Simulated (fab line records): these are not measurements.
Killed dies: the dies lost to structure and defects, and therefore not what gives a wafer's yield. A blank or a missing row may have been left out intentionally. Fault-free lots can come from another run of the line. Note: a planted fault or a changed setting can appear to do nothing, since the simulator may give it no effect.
The tool behind it: which one?    flow sky130    6 lots, 18 wafers sampled, at 2 steps of a route of 708

WHAT THE GAUGES READ, wafer by wafer
SKY_LI_CONTACT_RS_MEAS_22: measures by four-point-probe.
lot   measured      on             LI_CONTACT_W_RS (ohm/sq)
L626  day 30 11:01  film_metro-03  0.288 0.289 0.289
L628  day 30 22:08  film_metro-02  0.287 0.288 0.285
L631  day 32 00:10  film_metro-04  0.282 0.279 0.287
L635  day 33 03:26  film_metro-04  0.293 0.288 0.289
L640  day 35 00:33  film_metro-03  0.597 0.614 0.590
L642  day 35 19:10  film_metro-03  0.606 0.579 0.585

WHAT TOOL EACH LOT RAN ON (gives the tool, then ch and the chambers of the sampled wafers, and finally the start)
lot   SKY_LI_CONTACT_CVD_21
L626  cvd_w-01 ch 0, day 30 10:53
L628  cvd_w-01 ch 0,1, day 30 22:00
L631  cvd_w-01 ch 0,1, day 32 00:01
L635  cvd_w-01 ch 0,1, day 33 03:18
L640  cvd_w-01 ch 0,1, day 35 00:26
L642  cvd_w-01 ch 0,1, day 35 19:02
- SKY_LI_CONTACT_CVD_21: deposits W, target thk 400 nm, time 120.56 s.

THE ANSWER, worked out from the rows above alone
Rule: usual is defined by the lots themselves. Put in order of their means at a reading, lots are off if they are a third of the lots or fewer, leave a main group of 4 or more, and stand apart from it by a gap of 3 or more times the standard deviation of the main group's means; of several such gaps the widest counts. Not used: any main group whose means are identical at the precision the tables above print for the reading. A lot without any number at a reading at which 4 lots or more have one is off too. Where the step has rows for the other lots, those lots are counted as sound.
Off: L640, L642, at SKY_LI_CONTACT_RS_MEAS_22 (LI_CONTACT_W_RS). Mean 0.287 ohm/sq and standard deviation 0.0028 in the main group.
A tool fits if, at a process step before that reading, it ran every lot that is off, and no sound lot after the first of them. Gauges at SKY_LI_CONTACT_RS_MEAS_22: tried the same way as those tools. 2 tools fit, cvd_w-01 at SKY_LI_CONTACT_CVD_21 and film_metro-03 at SKY_LI_CONTACT_RS_MEAS_22, so this cannot tell which one it is.

WHAT THE SIMULATOR PUT IN
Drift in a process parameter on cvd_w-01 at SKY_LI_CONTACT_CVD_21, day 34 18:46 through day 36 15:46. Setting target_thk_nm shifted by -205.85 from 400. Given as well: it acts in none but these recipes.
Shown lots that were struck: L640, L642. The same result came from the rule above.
